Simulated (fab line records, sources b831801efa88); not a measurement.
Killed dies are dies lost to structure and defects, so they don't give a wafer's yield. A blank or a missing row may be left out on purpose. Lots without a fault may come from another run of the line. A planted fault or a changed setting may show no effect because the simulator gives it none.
Problem report in the 8D (eight disciplines) form, filled by code | flow sky130 | the parts of the form that need people (team, actions taken, sign-off) are left out

1. THE PROBLEM
run_length_s at SKY_RES_XHIGH_SOFTBAKE_03 reads a mean of 102.64 s on 3 wafers of 2 lots; wafers without a fault read 89.03 s with a standard deviation of 0.22. That is +62 standard deviations from the usual mean.
The step: time 60 s.
First seen on wafer L825.3, day 32 16:48, on litho_track-02. The record holds 37 wafers of 13 lots with a number at this step. Rule for "out", or "out of limits": more than 4 standard deviations from the usual mean. The other wafers with a number count as sound.

2. WHAT IT IS AND WHAT IT IS NOT
question                    | is                     | is not
which readings at this step | run_length_s           | -
which lots                  | L825, L830             | L810, L811, L814, L815, L816, L817, L818, L819, L821, L822, L824
which wafers of those lots  | L825.3, L825.6, L830.6 | L830.1
read on which tools         | litho_track-02         | litho_track-03, litho_track-04
when                        | from day 32 16:48      | up to then (27 sound wafers); but 7 sound wafers of L822, L824, L830 came after

3. SUSPECTS, AND WHAT RULES EACH OUT
Counting: a tool at a process step up to the reading stays a suspect if it ran every lot that is out. Sound lots after the first of them don't rule it out here, since some wafers of a struck lot are sound.
- litho_track-02 at SKY_RES_XHIGH_SOFTBAKE_03 (time 60 s): kept. It ran every lot that is out, first L825 (day 32 16:48); its last sound lot up to then is L821 (day 30 16:18). Its own readings are out on those wafers: run_length_s.
Left after counting: litho_track-02 at SKY_RES_XHIGH_SOFTBAKE_03.

4. THE CAUSE (what the simulator had put in)
Process parameter drift: litho_track-02, from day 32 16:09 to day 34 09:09, at SKY_RES_XHIGH_SOFTBAKE_03. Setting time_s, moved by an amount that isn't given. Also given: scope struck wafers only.
Counting left only this tool.

5. THE CHAIN OF EFFECTS, in route order
Each row: a reading whose mean over the struck wafers that have a number lies more than 3 standard deviations from the usual. Only readings for which the record gives a usual standard deviation are gone through. hours: the time from each lot's start at the first step in this table that gives one to its start at this step, as a median over the lots. sigmas: the change in usual standard deviations.
hours | step                      | reading      | usual   | on struck wafers | change | sigmas
0     | SKY_RES_XHIGH_SOFTBAKE_03 | run_length_s | 89.03 s | 102.64           | +13.61 | +62
The process steps in it:
- SKY_RES_XHIGH_SOFTBAKE_03: time 60 s.
Later measuring or inspecting steps at which every struck wafer that the step has a row for has a number for every such reading, and none has moved that far: SKY_SD_N_TW_MEAS_12.

6. WHAT WOULD HAVE CAUGHT IT SOONER
In this record the first reading out of limits was taken at day 32 16:48, 1 hour after the fault began at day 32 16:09.
